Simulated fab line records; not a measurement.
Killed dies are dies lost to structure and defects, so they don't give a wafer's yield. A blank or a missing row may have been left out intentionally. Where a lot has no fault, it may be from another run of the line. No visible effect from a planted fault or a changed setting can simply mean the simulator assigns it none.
fab line records :: flow sky130 :: part 2 of 2: steps 29 to 29 of 29
record
  lots=7
  wafers=21
  lastDay=50
route steps=708 shown METAL3@561 VIA3@573 PAD_OPEN@708
lots untouched by any fault: they come from a run of this same line in which no faults occurred
startH: hours from the record's opening day to when the first of the lot's shown wafers began :: waitH: hours from the lot's prior step to this one :: " repeats the value in the row above :: L1.1+2: several wafers, shown together as one row :: - no value, or no start was given :: * or withheld: withheld :: < > ~ a bound
route shown NAME@n: names a module that has steps shown in the file, with the first one's number in the route :: usual: average and standard deviation across the fault-free wafers :: same: alike in all rows :: chamber/n: place in a boat :: sites: the reading at each site :: _std_site: standard deviation across them :: _edge_site: inner sites' mean taken away from outer sites' mean :: radiusMm: how far each site lies from the wafer's centre :: mask NAME#n: copy n :: behind: the tool/chamber that last shaped the wafer :: hold: cause of the lot's hold/its duration in hours/its outcome :: device: names the non-switching transistor (n, p or np) :: end of line: the same wafers' tests at the end of the route :: step lacking rows: just its recipe :: killed: the dies lost at the first sort to structure and to defects; this is not the yield of the wafer :: map: the dies of a wafer, with x for killed, . for not killed, _ for no die there
set.NAME: the run value of the setting; set.NAME@STEP: its run value at that earlier step :: model.NAME: the simulator's own value behind a step, which no gauge read
lots seen at some steps along the route; tables by step, rows by wafer
services: when a tool's chamber went out of use (startH, in hours from the record's first day, below 0 if earlier), for how many hours, and the reason
## steps
# step SKY_PAD_OPEN_PROBE_99
# usual
  defectLimitedYield=82.2/1.9
  killed_at_M0_to_M3=44/6.6
  killed_at_M4_up=3.4/1.9
  killedAtContacts=25/5.6
  killedAtFrontEnd=15/4.6
  killedAtOther=0.3/0.6
  killedDies=88/9.5
  killedOnRim=17/3.8
  killedOpen=47/7.1
  killedShort=40/6.4
  sort_bin_3_pad_short=1.0/0.47
  sort_bin_5_function=10.4/1.4
  sort_bin_6_memory=6.4/1.1
  sortNPass=404/9.5
  sortYieldPct=82.2/1.9
# same
  grossDies=492
  killedAtBackSide=0
  sort_bin_4_leakage[%]=0
  sort_bin_8_speed[%]=0
lot.wafer: L396.1
tool: prober-02
chamber: -
startH: 1070.96
waitH: 0.1
defectLimitedYield[%]: 84.3
killed_at_M0_to_M3: 39
killed_at_M4_up: 2
killedAtContacts: 26
killedAtFrontEnd: 8
killedAtOther: 2
killedDies: 77
killedOnRim: 17
killedOpen: 35
killedShort: 41
sort_bin_3_pad_short[%]: 0.4
sort_bin_5_function[%]: 9.6
sort_bin_6_memory[%]: 5.7
sortNPass: 415
sortYieldPct[%]: 84.3

lot.wafer: L396.2
tool: prober-02
chamber: -
startH: 1071.01
waitH: 0.1
defectLimitedYield[%]: 81.3
killed_at_M0_to_M3: 42
killed_at_M4_up: 2
killedAtContacts: 34
killedAtFrontEnd: 14
killedAtOther: 0
killedDies: 92
killedOnRim: 25
killedOpen: 57
killedShort: 35
sort_bin_3_pad_short[%]: 0.8
sort_bin_5_function[%]: 10.0
sort_bin_6_memory[%]: 7.9
sortNPass: 400
sortYieldPct[%]: 81.3

lot.wafer: L396.5
tool: prober-02
chamber: -
startH: 1071.16
waitH: 0.2
defectLimitedYield[%]: 79.5
killed_at_M0_to_M3: 38
killed_at_M4_up: 8
killedAtContacts: 27
killedAtFrontEnd: 25
killedAtOther: 3
killedDies: 101
killedOnRim: 32
killedOpen: 46
killedShort: 53
sort_bin_3_pad_short[%]: 2.0
sort_bin_5_function[%]: 12.2
sort_bin_6_memory[%]: 6.3
sortNPass: 391
sortYieldPct[%]: 79.5

lot.wafer: L400.2
tool: prober-02
chamber: -
startH: 1104.76
waitH: 0.1
defectLimitedYield[%]: 81.5
killed_at_M0_to_M3: 53
killed_at_M4_up: 5
killedAtContacts: 25
killedAtFrontEnd: 8
killedAtOther: 0
killedDies: 91
killedOnRim: 19
killedOpen: 49
killedShort: 42
sort_bin_3_pad_short[%]: 0.6
sort_bin_5_function[%]: 11.6
sort_bin_6_memory[%]: 6.3
sortNPass: 401
sortYieldPct[%]: 81.5

lot.wafer: L400.5
tool: prober-02
chamber: -
startH: 1104.91
waitH: 0.2
defectLimitedYield[%]: 84.1
killed_at_M0_to_M3: 46
killed_at_M4_up: 5
killedAtContacts: 17
killedAtFrontEnd: 10
killedAtOther: 0
killedDies: 78
killedOnRim: 11
killedOpen: 38
killedShort: 40
sort_bin_3_pad_short[%]: 0.2
sort_bin_5_function[%]: 10.2
sort_bin_6_memory[%]: 5.5
sortNPass: 414
sortYieldPct[%]: 84.1

lot.wafer: L400.6
tool: prober-02
chamber: -
startH: 1104.96
waitH: 0.2
defectLimitedYield[%]: 84.3
killed_at_M0_to_M3: 42
killed_at_M4_up: 9
killedAtContacts: 19
killedAtFrontEnd: 7
killedAtOther: 0
killedDies: 77
killedOnRim: 13
killedOpen: 43
killedShort: 34
sort_bin_3_pad_short[%]: 1.4
sort_bin_5_function[%]: 8.9
sort_bin_6_memory[%]: 5.3
sortNPass: 415
sortYieldPct[%]: 84.3

lot.wafer: L409.1
tool: prober-01
chamber: -
startH: 1149.77
waitH: 0.1
defectLimitedYield[%]: 0
killed_at_M0_to_M3: 482
killed_at_M4_up: 2
killedAtContacts: 6
killedAtFrontEnd: 2
killedAtOther: 0
killedDies: 492
killedOnRim: 96
killedOpen: 8
killedShort: 6
sort_bin_3_pad_short[%]: 20.1
sort_bin_5_function[%]: 76.2
sort_bin_6_memory[%]: 3.7
sortNPass: 0
sortYieldPct[%]: 0

lot.wafer: L409.4
tool: prober-01
chamber: -
startH: 1149.92
waitH: 0.2
defectLimitedYield[%]: 0
killed_at_M0_to_M3: 480
killed_at_M4_up: 1
killedAtContacts: 4
killedAtFrontEnd: 6
killedAtOther: 1
killedDies: 492
killedOnRim: 96
killedOpen: 10
killedShort: 12
sort_bin_3_pad_short[%]: 23.2
sort_bin_5_function[%]: 73.6
sort_bin_6_memory[%]: 3.3
sortNPass: 0
sortYieldPct[%]: 0

lot.wafer: L409.5
tool: prober-01
chamber: -
startH: 1149.97
waitH: 0.2
defectLimitedYield[%]: 0
killed_at_M0_to_M3: 484
killed_at_M4_up: 2
killedAtContacts: 3
killedAtFrontEnd: 3
killedAtOther: 0
killedDies: 492
killedOnRim: 96
killedOpen: 12
killedShort: 4
sort_bin_3_pad_short[%]: 21.5
sort_bin_5_function[%]: 75.2
sort_bin_6_memory[%]: 3.3
sortNPass: 0
sortYieldPct[%]: 0

lot.wafer: L410.1
tool: prober-02
chamber: -
startH: 1152.02
waitH: 0.1
defectLimitedYield[%]: 0
killed_at_M0_to_M3: 482
killed_at_M4_up: 0
killedAtContacts: 7
killedAtFrontEnd: 2
killedAtOther: 1
killedDies: 492
killedOnRim: 96
killedOpen: 6
killedShort: 9
sort_bin_3_pad_short[%]: 26.8
sort_bin_5_function[%]: 70.7
sort_bin_6_memory[%]: 2.4
sortNPass: 0
sortYieldPct[%]: 0

lot.wafer: L410.2
tool: prober-02
chamber: -
startH: 1152.07
waitH: 0.1
defectLimitedYield[%]: 0
killed_at_M0_to_M3: 484
killed_at_M4_up: 0
killedAtContacts: 4
killedAtFrontEnd: 2
killedAtOther: 2
killedDies: 492
killedOnRim: 96
killedOpen: 5
killedShort: 3
sort_bin_3_pad_short[%]: 24.4
sort_bin_5_function[%]: 72.2
sort_bin_6_memory[%]: 3.5
sortNPass: 0
sortYieldPct[%]: 0

lot.wafer: L410.4
tool: prober-02
chamber: -
startH: 1152.17
waitH: 0.2
defectLimitedYield[%]: 0
killed_at_M0_to_M3: 486
killed_at_M4_up: 0
killedAtContacts: 4
killedAtFrontEnd: 2
killedAtOther: 0
killedDies: 492
killedOnRim: 96
killedOpen: 5
killedShort: 5
sort_bin_3_pad_short[%]: 24.4
sort_bin_5_function[%]: 72.8
sort_bin_6_memory[%]: 2.8
sortNPass: 0
sortYieldPct[%]: 0

lot.wafer: L411.1
tool: prober-01
chamber: -
startH: 1158.67
waitH: 0.1
defectLimitedYield[%]: 0
killed_at_M0_to_M3: 484
killed_at_M4_up: 1
killedAtContacts: 5
killedAtFrontEnd: 2
killedAtOther: 0
killedDies: 492
killedOnRim: 96
killedOpen: 11
killedShort: 4
sort_bin_3_pad_short[%]: 27.2
sort_bin_5_function[%]: 71.3
sort_bin_6_memory[%]: 1.4
sortNPass: 0
sortYieldPct[%]: 0

lot.wafer: L411.2
tool: prober-01
chamber: -
startH: 1158.72
waitH: 0.1
defectLimitedYield[%]: 0
killed_at_M0_to_M3: 480
killed_at_M4_up: 2
killedAtContacts: 3
killedAtFrontEnd: 7
killedAtOther: 0
killedDies: 492
killedOnRim: 96
killedOpen: 12
killedShort: 4
sort_bin_3_pad_short[%]: 23.2
sort_bin_5_function[%]: 74.2
sort_bin_6_memory[%]: 2.6
sortNPass: 0
sortYieldPct[%]: 0

lot.wafer: L411.4
tool: prober-01
chamber: -
startH: 1158.82
waitH: 0.2
defectLimitedYield[%]: 0
killed_at_M0_to_M3: 485
killed_at_M4_up: 3
killedAtContacts: 4
killedAtFrontEnd: 0
killedAtOther: 0
killedDies: 492
killedOnRim: 96
killedOpen: 6
killedShort: 3
sort_bin_3_pad_short[%]: 19.1
sort_bin_5_function[%]: 76.6
sort_bin_6_memory[%]: 4.3
sortNPass: 0
sortYieldPct[%]: 0

lot.wafer: L416.2
tool: prober-01
chamber: -
startH: 1185.72
waitH: 0.1
defectLimitedYield[%]: 80.9
killed_at_M0_to_M3: 44
killed_at_M4_up: 10
killedAtContacts: 20
killedAtFrontEnd: 20
killedAtOther: 0
killedDies: 94
killedOnRim: 20
killedOpen: 49
killedShort: 45
sort_bin_3_pad_short[%]: 1.0
sort_bin_5_function[%]: 10.4
sort_bin_6_memory[%]: 7.7
sortNPass: 398
sortYieldPct[%]: 80.9

lot.wafer: L416.4
tool: prober-01
chamber: -
startH: 1185.82
waitH: 0.2
defectLimitedYield[%]: 81.1
killed_at_M0_to_M3: 37
killed_at_M4_up: 3
killedAtContacts: 28
killedAtFrontEnd: 25
killedAtOther: 0
killedDies: 93
killedOnRim: 18
killedOpen: 50
killedShort: 43
sort_bin_3_pad_short[%]: 1.0
sort_bin_5_function[%]: 10.6
sort_bin_6_memory[%]: 7.3
sortNPass: 399
sortYieldPct[%]: 81.1

lot.wafer: L416.5
tool: prober-01
chamber: -
startH: 1185.87
waitH: 0.2
defectLimitedYield[%]: 84.3
killed_at_M0_to_M3: 42
killed_at_M4_up: 1
killedAtContacts: 22
killedAtFrontEnd: 12
killedAtOther: 0
killedDies: 77
killedOnRim: 15
killedOpen: 41
killedShort: 36
sort_bin_3_pad_short[%]: 1.0
sort_bin_5_function[%]: 10.0
sort_bin_6_memory[%]: 4.7
sortNPass: 415
sortYieldPct[%]: 84.3

lot.wafer: L418.4
tool: prober-01
chamber: -
startH: 1189.81
waitH: 0.2
defectLimitedYield[%]: 79.3
killed_at_M0_to_M3: 51
killed_at_M4_up: 5
killedAtContacts: 26
killedAtFrontEnd: 19
killedAtOther: 1
killedDies: 102
killedOnRim: 21
killedOpen: 46
killedShort: 56
sort_bin_3_pad_short[%]: 0.6
sort_bin_5_function[%]: 11.2
sort_bin_6_memory[%]: 8.9
sortNPass: 390
sortYieldPct[%]: 79.3

lot.wafer: L418.5
tool: prober-01
chamber: -
startH: 1189.86
waitH: 0.2
defectLimitedYield[%]: 84.8
killed_at_M0_to_M3: 32
killed_at_M4_up: 5
killedAtContacts: 24
killedAtFrontEnd: 14
killedAtOther: 0
killedDies: 75
killedOnRim: 15
killedOpen: 34
killedShort: 41
sort_bin_3_pad_short[%]: 1.0
sort_bin_5_function[%]: 9.3
sort_bin_6_memory[%]: 4.9
sortNPass: 417
sortYieldPct[%]: 84.8

lot.wafer: L418.6
tool: prober-01
chamber: -
startH: 1189.91
waitH: 0.2
defectLimitedYield[%]: 81.1
killed_at_M0_to_M3: 45
killed_at_M4_up: 2
killedAtContacts: 31
killedAtFrontEnd: 15
killedAtOther: 0
killedDies: 93
killedOnRim: 13
killedOpen: 51
killedShort: 42
sort_bin_3_pad_short[%]: 0.8
sort_bin_5_function[%]: 12.4
sort_bin_6_memory[%]: 5.7
sortNPass: 399
sortYieldPct[%]: 81.1
# killed by level:class
L396.1 CONTACT:geometricParticle:open=9 LOCAL_INTERCONNECT:geometricParticle:short=9 VIA1:geometricParticle:open=7 VIA2:geometricParticle:open=7 VIA1:geometricParticle:short=6 POLY_GATE:geometricParticle:short=4 LI_CONTACT:geometricParticle:short=4 METAL1:geometricParticle:open=4
L396.2 CONTACT:geometricParticle:open=17 VIA1:geometricParticle:open=9 VIA2:geometricParticle:open=8 LI_CONTACT:geometricParticle:open=7 METAL1:geometricParticle:short=7 POLY_GATE:geometricParticle:open=6 VIA1:geometricParticle:short=5 CONTACT:geometricParticle:short=4
L396.5 CONTACT:geometricParticle:open=9 VIA1:geometricParticle:open=9 CONTACT:geometricParticle:short=8 FIELD_ISO:geometricParticle:open=7 METAL4:geometricParticle:short=7 FIELD_ISO:geometricParticle:short=6 LI_CONTACT:geometricParticle:open=6 POLY_GATE:geometricParticle:short=5
L400.2 CONTACT:geometricParticle:open=15 VIA1:geometricParticle:open=12 METAL2:geometricParticle:short=11 CONTACT:geometricParticle:short=7 VIA2:geometricParticle:open=6 VIA1:geometricParticle:short=5 VIA3:geometricParticle:open=5 METAL4:geometricParticle:short=5
L400.5 VIA1:geometricParticle:open=10 METAL2:geometricParticle:short=8 VIA2:geometricParticle:open=8 METAL1:geometricParticle:short=6 CONTACT:geometricParticle:open=5 LI_CONTACT:geometricParticle:short=4 METAL3:geometricParticle:short=4 METAL4:geometricParticle:short=4
L400.6 VIA1:geometricParticle:open=12 LI_CONTACT:geometricParticle:open=9 CONTACT:geometricParticle:open=5 METAL2:geometricParticle:short=5 VIA3:geometricParticle:short=5 VIA2:geometricParticle:open=4 VIA2:geometricParticle:short=4 METAL4:geometricParticle:short=4
L409.1 VIA3:lostPattern=476 LI_CONTACT:geometricParticle:open=2 LOCAL_INTERCONNECT:geometricParticle:short=2 VIA1:geometricParticle:open=2 POLY_GATE:geometricParticle:open=1 POLY_CUT:geometricParticle:open=1 VIA1:geometricParticle:short=1 CONTACT:geometricParticle:open=1
L409.4 VIA3:lostPattern=468 VIA1:geometricParticle:open=4 POLY_GATE:geometricParticle:short=3 METAL1:geometricParticle:short=3 LI_CONTACT:geometricParticle:open=2 FIELD_ISO:geometricParticle:short=1 FIELD_ISO:geometricParticle:open=1 POLY_CUT:geometricParticle:short=1
L409.5 VIA3:lostPattern=473 VIA1:geometricParticle:open=5 VIA3:geometricParticle:open=3 FIELD_ISO:geometricParticle:short=2 CONTACT:geometricParticle:open=2 VIA3:areaHdpcvd=2 FIELD_ISO:geometricParticle:open=1 LOCAL_INTERCONNECT:geometricParticle:short=1
L410.1 VIA3:lostPattern=475 LI_CONTACT:geometricParticle:open=2 LOCAL_INTERCONNECT:geometricParticle:short=2 CONTACT:geometricParticle:short=2 VIA1:geometricParticle:open=2 FIELD_ISO:geometricParticle:short=1 POLY_GATE:geometricParticle:short=1 VIA3:geometricParticle:open=1
L410.2 VIA3:lostPattern=481 CONTACT:geometricParticle:open=3 CAP2M:areaExpose=2 FIELD_ISO:geometricParticle:open=1 FIELD_ISO:geometricParticle:short=1 LI_CONTACT:geometricParticle:open=1 METAL2:geometricParticle:short=1 METAL3:geometricParticle:short=1
L410.4 VIA3:lostPattern=481 CONTACT:geometricParticle:open=2 METAL2:geometricParticle:short=2 POLY_GATE:geometricParticle:short=1 POLY_CUT:geometricParticle:open=1 LI_CONTACT:geometricParticle:open=1 LOCAL_INTERCONNECT:geometricParticle:short=1 VIA1:geometricParticle:open=1
L411.1 VIA3:lostPattern=475 VIA1:geometricParticle:open=3 POLY_GATE:geometricParticle:open=2 CONTACT:geometricParticle:open=2 METAL2:geometricParticle:short=2 VIA2:geometricParticle:open=2 LI_CONTACT:geometricParticle:open=1 LOCAL_INTERCONNECT:geometricParticle:open=1
L411.2 VIA3:lostPattern=475 POLY_GATE:geometricParticle:open=3 VIA1:geometricParticle:open=3 CONTACT:geometricParticle:open=2 SPACER:geometricParticle:short=2 FIELD_ISO:geometricParticle:open=1 SPACER:geometricParticle:open=1 CONTACT:geometricParticle:short=1
L411.4 VIA3:lostPattern=480 CONTACT:geometricParticle:open=2 LOCAL_INTERCONNECT:geometricParticle:open=1 CONTACT:geometricParticle:short=1 METAL1:geometricParticle:open=1 VIA2:geometricParticle:open=1 METAL3:geometricParticle:short=1 VIA3:geometricParticle:open=1
L416.2 VIA2:geometricParticle:open=10 VIA1:geometricParticle:open=9 FIELD_ISO:geometricParticle:short=7 METAL4:geometricParticle:short=7 LI_CONTACT:geometricParticle:open=7 VIA1:geometricParticle:short=5 CONTACT:geometricParticle:open=5 VIA3:geometricParticle:open=5
L416.4 LI_CONTACT:geometricParticle:open=14 POLY_GATE:geometricParticle:short=9 FIELD_ISO:geometricParticle:open=7 VIA2:geometricParticle:open=6 CONTACT:geometricParticle:open=6 METAL1:geometricParticle:short=6 METAL2:geometricParticle:short=6 VIA1:geometricParticle:open=5
L416.5 VIA1:geometricParticle:open=14 METAL2:geometricParticle:short=9 LI_CONTACT:geometricParticle:open=7 CONTACT:geometricParticle:open=6 METAL3:geometricParticle:short=5 LI_CONTACT:geometricParticle:short=4 METAL1:geometricParticle:short=4 VIA2:geometricParticle:open=4
L418.4 CONTACT:geometricParticle:open=11 VIA1:geometricParticle:open=11 METAL3:geometricParticle:short=8 POLY_GATE:geometricParticle:short=7 VIA2:geometricParticle:open=7 METAL1:geometricParticle:short=7 METAL2:geometricParticle:short=6 CONTACT:geometricParticle:short=5
L418.5 CONTACT:geometricParticle:open=9 CONTACT:geometricParticle:short=6 VIA2:geometricParticle:open=6 POLY_GATE:geometricParticle:short=5 LI_CONTACT:geometricParticle:open=5 METAL1:geometricParticle:short=4 METAL2:geometricParticle:short=4 FIELD_ISO:geometricParticle:short=3
L418.6 VIA1:geometricParticle:open=11 CONTACT:geometricParticle:open=9 LOCAL_INTERCONNECT:geometricParticle:short=8 LI_CONTACT:geometricParticle:open=7 METAL1:geometricParticle:short=7 VIA3:geometricParticle:open=6 FIELD_ISO:geometricParticle:open=5 VIA2:geometricParticle:short=5
# map L409.1 (x killed, . not)
__________xxxxxxxxxx_________
________xxxxxxxxxxxxxx_______
______xxxxxxxxxxxxxxxxxx_____
_____xxxxxxxxxxxxxxxxxxxx____
____xxxxxxxxxxxxxxxxxxxxxx___
___xxxxxxxxxxxxxxxxxxxxxxxx__
__xxxxxxxxxxxxxxxxxxxxxxxxxx_
_xxxxxxxxxxxxxxxxxxxxxxxxxxxx
_xxxxxxxxxxxxxxxxxxxxxxxxxxxx
_xxxxxxxxxxxxxxxxxxxxxxxxxxxx
_xxxxxxxxxxxxxxxxxxxxxxxxxxxx
_xxxxxxxxxxxxxxxxxxxxxxxxxxxx
_xxxxxxxxxxxxxxxxxxxxxxxxxxxx
_xxxxxxxxxxxxxxxxxxxxxxxxxxxx
_xxxxxxxxxxxxxxxxxxxxxxxxxxxx
__xxxxxxxxxxxxxxxxxxxxxxxxxx_
___xxxxxxxxxxxxxxxxxxxxxxxx__
____xxxxxxxxxxxxxxxxxxxxxx___
_____xxxxxxxxxxxxxxxxxxxx____
______xxxxxxxxxxxxxxxxxx_____
________xxxxxxxxxxxxxx_______
__________xxxxxxxxxx_________
# map L410.1 (x killed, . not)
__________xxxxxxxxxx_________
________xxxxxxxxxxxxxx_______
______xxxxxxxxxxxxxxxxxx_____
_____xxxxxxxxxxxxxxxxxxxx____
____xxxxxxxxxxxxxxxxxxxxxx___
___xxxxxxxxxxxxxxxxxxxxxxxx__
__xxxxxxxxxxxxxxxxxxxxxxxxxx_
_xxxxxxxxxxxxxxxxxxxxxxxxxxxx
_xxxxxxxxxxxxxxxxxxxxxxxxxxxx
_xxxxxxxxxxxxxxxxxxxxxxxxxxxx
_xxxxxxxxxxxxxxxxxxxxxxxxxxxx
_xxxxxxxxxxxxxxxxxxxxxxxxxxxx
_xxxxxxxxxxxxxxxxxxxxxxxxxxxx
_xxxxxxxxxxxxxxxxxxxxxxxxxxxx
_xxxxxxxxxxxxxxxxxxxxxxxxxxxx
__xxxxxxxxxxxxxxxxxxxxxxxxxx_
___xxxxxxxxxxxxxxxxxxxxxxxx__
____xxxxxxxxxxxxxxxxxxxxxx___
_____xxxxxxxxxxxxxxxxxxxx____
______xxxxxxxxxxxxxxxxxx_____
________xxxxxxxxxxxxxx_______
__________xxxxxxxxxx_________
## services
tool: cmp-01
chamber: -
startH: 895.45
hours: 2.0
kind: repair

tool: cmp-01
chamber: -
startH: 902.48
hours: 10.3
kind: repair

tool: rieDiel-03
chamber: 0
startH: 903.82
hours: 3.5
kind: repair

tool: cmp-01
chamber: -
startH: 912.76
hours: 4.0
kind: pm

tool: hdpcvd-02
chamber: 2
startH: 915.69
hours: 8.8
kind: repair

tool: cmp-01
chamber: -
startH: 916.08
hours: 2.1
kind: repair

tool: rieDiel-01
chamber: -
startH: 923.17
hours: 4.3
kind: pm

tool: plasmaAsher-04
chamber: -
startH: 923.75
hours: 2.0
kind: repair

tool: rieDiel-03
chamber: 2
startH: 943.44
hours: 9.9
kind: repair

tool: hdpcvd-01
chamber: -
startH: 950.25
hours: 15.0
kind: pm

tool: rieMetal-03
chamber: 0
startH: 952.16
hours: 6.0
kind: repair

tool: rieDiel-03
chamber: 2
startH: 986.94
hours: 14.9
kind: repair

tool: rieDiel-01
chamber: -
startH: 1003.51
hours: 14.6
kind: pm

tool: cmp-01
chamber: -
startH: 1003.81
hours: 0.4
kind: repair

tool: rieDiel-02
chamber: 0
startH: 1004.77
hours: 13.5
kind: repair

tool: cmp-01
chamber: -
startH: 1014.85
hours: 0.9
kind: repair

tool: rieDiel-01
chamber: 2
startH: 1023.18
hours: 8.5
kind: repair

tool: cmp-02
chamber: -
startH: 1023.99
hours: 4.0
kind: repair

tool: rieDiel-04
chamber: 1
startH: 1024.29
hours: 9.4
kind: repair

tool: hdpcvd-02
chamber: 1
startH: 1029.84
hours: 9.8
kind: repair

tool: plasmaAsher-03
chamber: -
startH: 1030.41
hours: 2.1
kind: repair

tool: plasmaAsher-03
chamber: -
startH: 1033.73
hours: 0.4
kind: repair

tool: cmp-01
chamber: -
startH: 1043.47
hours: 24.3
kind: repair

tool: hdpcvd-02
chamber: 0
startH: 1052.55
hours: 20.7
kind: repair
## key
firstSign
  step=SKY_VIA3_HDPCVD_00
  reading=toolRecord
  direction=missing
effect
  step=SKY_VIA3_BOW_MEAS_03
  reading=VIA3_BOW
  direction=up
  sigmas=1.4
  usual=80
  struck=91
effect
  step=SKY_VIA3_ETCH_15
  reading=oesProductAu
  direction=down
  sigmas=99+
  usual=0.946
  struck=0.375
effect
  step=SKY_PAD_OPEN_PROBE_99
  reading=killed_at_M0_to_M3
  direction=up
  sigmas=67
  usual=44
  struck=483
modelEffect
  step=SKY_VIA3_ETCH_15
  value=etch.depthNm
  without=464.2
  struck=0
metAt SKY_VIA3_HDPCVD_00
struckWafers L409.1,L409.4,L409.5,L410.1,L410.2,L410.4,L411.1,L411.2,L411.4
laterRowsLeftOut L409.1,L409.4,L409.5,L410.1,L410.2,L410.4,L411.1,L411.2,L411.4
onsetBetween 937.40 993.80
fault
  kind=skippedStepWhole
  tool=hdpcvd-01,hdpcvd-02
  chamber=-
  onsetH=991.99
  steps=SKY_VIA3_HDPCVD_00
  scope=struckLotsOnly
# laterRowsLeftOut: the simulator's readings of these wafers behind a module that went badly wrong aren't trusted and aren't shown, but for the sort
